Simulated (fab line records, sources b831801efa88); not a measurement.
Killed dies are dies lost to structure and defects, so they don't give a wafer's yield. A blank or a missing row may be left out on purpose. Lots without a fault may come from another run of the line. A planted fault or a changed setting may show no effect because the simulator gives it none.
fab line records | flow sky130
record lots=14 wafers=42 last_day=50
route steps=708 shown FIELD_ISO@12 NWELL@34 PWDE@54 VT_ADJUST_HVTP@93
lots that met no fault: from a run of the same line without faults
start_h: hours from the record's first day to the start of the lot's first wafer shown | wait_h: hours since the lot's step before | " the same as in the row above | L1.1+2: a row that stands for several wafers | - no value, or no start given | * or withheld: withheld | < > ~ a bound
route shown NAME@n: a module of which the file shows steps, and the number in the route of the first | usual: mean/standard deviation of fault-free wafers | same: alike in all rows | chamber/n: place in a boat | sites: the reading at each site | _std_site: their standard deviation | _edge_site: outer sites' mean less inner sites' | radius_mm: how far each site lies from the wafer's centre | mask NAME#n: copy n | behind: the tool/chamber that last shaped the wafer | hold: why the lot was held/for how many hours/how that ended | device: the transistor (n, p or np) that didn't switch | end of line: the same wafers' tests at the end of the route | a step without rows: its recipe alone | killed: dies lost to structure and defects at the first sort, not the wafer's yield | map: a wafer's dies, x killed, . not, _ none there
set.NAME: the setting as run; set.NAME@STEP: as run at that earlier step | model.NAME: the simulator's own value behind a step, which no gauge read
steps of the route over a sample of lots; a table a step, a row a wafer
services: from which hour (start_h, from the record's first day; less than 0 if before it) a tool's chamber was out of use, for how many hours, and why
## steps
# step SKY_FIELD_ISO_PEB_11
# recipe peb_temp_c=withheld peb_time_s=withheld resist=KrF-thick
# usual chill_plate_temp_C=* exhaust_pa=45.1/0.99
# columns lot.wafer tool chamber start_h wait_h chill_plate_temp_C exhaust_pa
L784.1 litho_track-03 0 34 - * 45.4
L784.4 " 0 " " * 45.2
L784.5 " 0 " " * 45.8
L786.1 litho_track-04 0 44 - * 45.3
L786.4 " 0 " " * 45.4
L786.5 " 0 " " * 45.5
L788.2 litho_track-01 0 54 - * 46.4
L788.4 " 0 " " * 44.7
L788.6 " 0 " " * 44.6
L789.3 litho_track-04 0 58 - * 43.4
L789.5 " 0 " " * 44.4
L789.6 " 0 " " * 44.2
L790.1 litho_track-01 0 64 - * 44.3
L790.3 " 0 " " * 43.0
L790.5 " 0 " " * 45.0
L791.1 litho_track-01 0 70 - * 45.7
L791.3 " 0 " " * 46.1
L791.6 " 0 " " * 46.0
L798.2 litho_track-04 0 106 - * 46.4
L798.4 " 0 " " * 45.6
L798.6 " 0 " " * 46.9
L799.1 litho_track-01 - 111 - - -
L799.2 " - " " - -
L799.5 " - 112 - - -
L800.1 litho_track-03 - 115 - - -
L800.2 " - " " - -
L800.5 " - " " - -
L801.1 litho_track-04 0 121 - * 45.7
L801.3 " 0 " " * 44.9
L801.6 " 0 " " * 45.0
L802.1 litho_track-01 0 128 - * 44.8
L802.3 " 0 " " * 44.8
L802.4 " 0 " " * 45.2
L804.4 litho_track-03 0 137 - * 46.5
L804.5 " 0 " " * 45.9
L804.6 " 0 " " * 45.3
L805.1 litho_track-03 0 143 - * 47.5
L805.2 " 0 " " * 45.8
L805.3 " 0 " " * 45.5
L806.3 litho_track-04 0 148 - * 44.8
L806.5 " 0 " " * 45.2
L806.6 " 0 " " * 44.9
# step SKY_NWELL_THK_MEAS_02
# recipe reads=SiO2_of_NWELL_OXIDATION_01
# usual NWELL_OXIDATION_THK=9.98/0.2
# columns lot.wafer tool chamber start_h wait_h NWELL_OXIDATION_THK[nm]
L784.1 film_metro-03 - 41.14 0.0 9.98
L784.4 " - " " 10.08
L784.5 " - " " 9.88
L786.1 film_metro-02 - 52.49 0.0 10.06
L786.4 " - " " 9.82
L786.5 " - " " 9.82
L788.2 film_metro-02 - 61.49 0.0 9.71
L788.4 " - " " 9.54
L788.6 " - " " 9.68
L789.3 film_metro-02 - 65.31 0.0 9.55
L789.5 " - " " 9.76
L789.6 " - " " 9.61
L790.1 film_metro-02 - 72.05 0.0 9.93
L790.3 " - " " 9.90
L790.5 " - " " 9.97
L791.1 film_metro-03 - 76.85 0.0 9.91
L791.3 " - " " 9.92
L791.6 " - " " 9.73
L798.2 film_metro-03 - 116.54 0.0 10.21
L798.4 " - " " 9.78
L798.6 " - " " 10.12
L801.1 film_metro-03 - 128.49 0.0 9.99
L801.3 " - " " 10.29
L801.6 " - " " 10.20
L802.1 film_metro-04 - 135.95 0.0 10.05
L802.3 " - " " 10.15
L802.4 " - " " 10.19
L804.4 film_metro-02 - 144.03 0.0 10.01
L804.5 " - " " 10.07
L804.6 " - " " 10.05
L805.1 film_metro-02 - 151.78 0.0 9.98
L805.2 " - " " 9.89
L805.3 " - " " 9.81
L806.3 film_metro-03 - 157.38 0.0 10.05
L806.5 " - " " 10.18
L806.6 " - " " 10.12
# step SKY_PWDE_STRIP_09
# recipe chemistry=O2/N2 power_w=1400 pressure_mtorr=1500 platen_temp_c=withheld o2_flow_sccm=3000 n2_flow_sccm=300 overash_fraction=0.5
# usual drypump_motor_current_A=6.0/0.47 oes_product_au=0.722/0.0048 strip_time_to_endpoint_s=36.94/0.11
# columns lot.wafer tool chamber start_h wait_h drypump_motor_current_A oes_product_au rf_hours_counter_h strip_time_to_endpoint_s
L784.1 plasma_asher-03 0 72.97 0.1 5.8 0.725 39 37.04
L784.4 " 0 " " 5.8 0.725 - 36.98
L784.5 " 0 " " 5.7 0.718 - 37.19
L786.1 plasma_asher-04 0 85.67 0.1 6.6 0.722 25 36.99
L786.4 " 0 " " 6.6 0.716 - 36.91
L786.5 " 1 " " 5.8 0.718 - 36.99
L788.2 plasma_asher-04 1 95.37 0.1 5.8 0.726 26 37.00
L788.4 " 0 " " 6.5 0.726 - 36.98
L788.6 " 0 " " 6.6 0.714 - 37.04
L789.3 plasma_asher-03 1 100.34 0.1 5.5 0.720 - 37.09
L789.5 " 1 " " 5.5 0.728 - 37.04
L789.6 " 0 " " 5.8 0.727 - 37.10
L790.1 plasma_asher-02 0 107.86 0.1 6.8 0.717 43 37.04
L790.3 " 0 " " 6.8 0.727 - 36.97
L790.5 " 1 " " 5.5 0.725 - 37.02
L791.1 plasma_asher-02 1 113.26 0.1 5.5 0.712 43 36.95
L791.3 " 1 " " 5.5 0.724 - 36.92
L791.6 " 0 " " 6.8 0.718 - 36.98
L798.2 plasma_asher-04 1 155.01 0.1 5.8 0.709 32 36.99
L798.4 " 0 " " 6.5 0.716 - 37.00
L798.6 " 1 " " 5.8 0.728 - 37.06
L801.1 plasma_asher-04 0 166.92 0.1 6.6 0.720 33 36.82
L801.3 " 1 " " 5.8 0.721 - 36.89
L801.6 " 1 " " 5.8 0.725 - 36.94
L802.1 plasma_asher-02 0 175.32 0.1 6.7 0.727 50 36.87
L802.3 " 0 " " 6.8 0.724 - 36.88
L802.4 " 1 " " 5.5 0.719 - 36.98
L804.4 plasma_asher-03 1 185.49 0.1 5.5 0.719 - 37.03
L804.5 " 1 " " 5.5 0.726 - 36.99
L804.6 " 0 " " 5.7 0.724 - 36.86
L805.1 plasma_asher-03 0 192.67 0.1 5.8 0.714 49 36.83
L805.2 " 1 " " 5.6 0.726 49 36.90
L805.3 " 0 " " 5.8 0.726 - 36.83
L806.3 plasma_asher-04 1 199.05 0.1 5.8 0.719 - 36.89
L806.5 " 0 " " 6.5 0.722 - 36.97
L806.6 " 1 " " 5.8 0.722 - 36.95
# step SKY_VT_ADJUST_HVTP_OVL_MEAS_08
# usual VT_ADJUST_HVTP_OVL=-0.7/1.4
# columns lot.wafer tool chamber start_h wait_h VT_ADJUST_HVTP_OVL[nm]
L784.1 overlay-01 - 132.55 0.1 2.5
L784.4 " - " " 1.3
L784.5 " - " " -0.4
L786.1 overlay-01 - 142.00 0.1 -1.9
L786.4 " - " " -1.0
L786.5 " - " " -2.2
L788.2 overlay-02 - 152.34 0.1 -0.4
L788.4 " - " " -1.5
L788.6 " - " " -0.9
L789.3 overlay-02 - 157.31 0.1 0.2
L789.5 " - " " -2.2
L789.6 " - " " -0.4
L790.1 overlay-01 - 165.08 0.1 -3.9
L790.3 " - " " -1.7
L790.5 " - " " -3.3
L791.1 overlay-02 - 172.18 0.1 -1.0
L791.3 " - " " 1.0
L791.6 " - " " -1.6
L798.2 overlay-02 - 220.01 0.1 -0.2
L798.4 " - " " -1.0
L798.6 " - " " -1.7
L801.1 overlay-02 - 232.90 0.1 2.6
L801.3 " - " " 2.4
L801.6 " - " " 1.3
L802.1 overlay-02 - 241.60 0.1 -0.4
L802.3 " - " " -1.3
L802.4 " - " " -3.1
L804.4 overlay-01 - 251.47 0.1 -1.9
L804.5 " - " " -1.9
L804.6 " - " " 0.0
L805.1 overlay-01 - 258.40 0.1 -0.4
L805.2 " - " " 0.3
L805.3 " - " " 3.1
L806.3 overlay-02 - 267.65 0.1 -0.1
L806.5 " - " " 0.4
L806.6 " - " " 0.6
## services
# columns tool chamber start_h hours kind
plasma_asher-03 - 26.62 4.0 repair
plasma_asher-02 - 59.87 1.8 repair
plasma_asher-03 - 62.53 0.8 repair
plasma_asher-03 - 63.19 0.4 repair
plasma_asher-03 - 76.91 2.8 pm
plasma_asher-03 - 161.09 15.6 pm
plasma_asher-02 - 178.47 14.5 pm
## key
first_sign step=SKY_FIELD_ISO_PEB_11 reading=tool_record direction=missing
effect none on later readings
met_at SKY_FIELD_ISO_PEB_11
struck_lots L799,L800
later_rows_left_out L799.1,L799.2,L799.5,L800.1,L800.2,L800.5
sort_left_out L799.1,L799.2,L799.5,L800.1,L800.2,L800.5
tester_left_out L799,L800
not_acting_at SKY_NWELL_THK_MEAS_02,SKY_PWDE_STRIP_09,SKY_VT_ADJUST_HVTP_OVL_MEAS_08
onset_between 70 111
fault kind=skipped_step_whole tool=litho_track-01,litho_track-03 chamber=- onset_h=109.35 steps=SKY_FIELD_ISO_PEB_11 scope=struck_lots_only
# tester_left_out: of these lots the tester's yield and bins aren't shown, on N5 and GAA mostly nor the transistor test; their killed dies are dies lost to structure and defects alone, not to doping, threshold or leakage, so they don't give the yield
# sort_left_out: the simulated sort isn't trusted on such a fault, so these wafers' sort isn't shown, and their yield isn't known
# later_rows_left_out: the simulator's readings of these wafers behind a module that went badly wrong aren't trusted and aren't shown, but for the sort
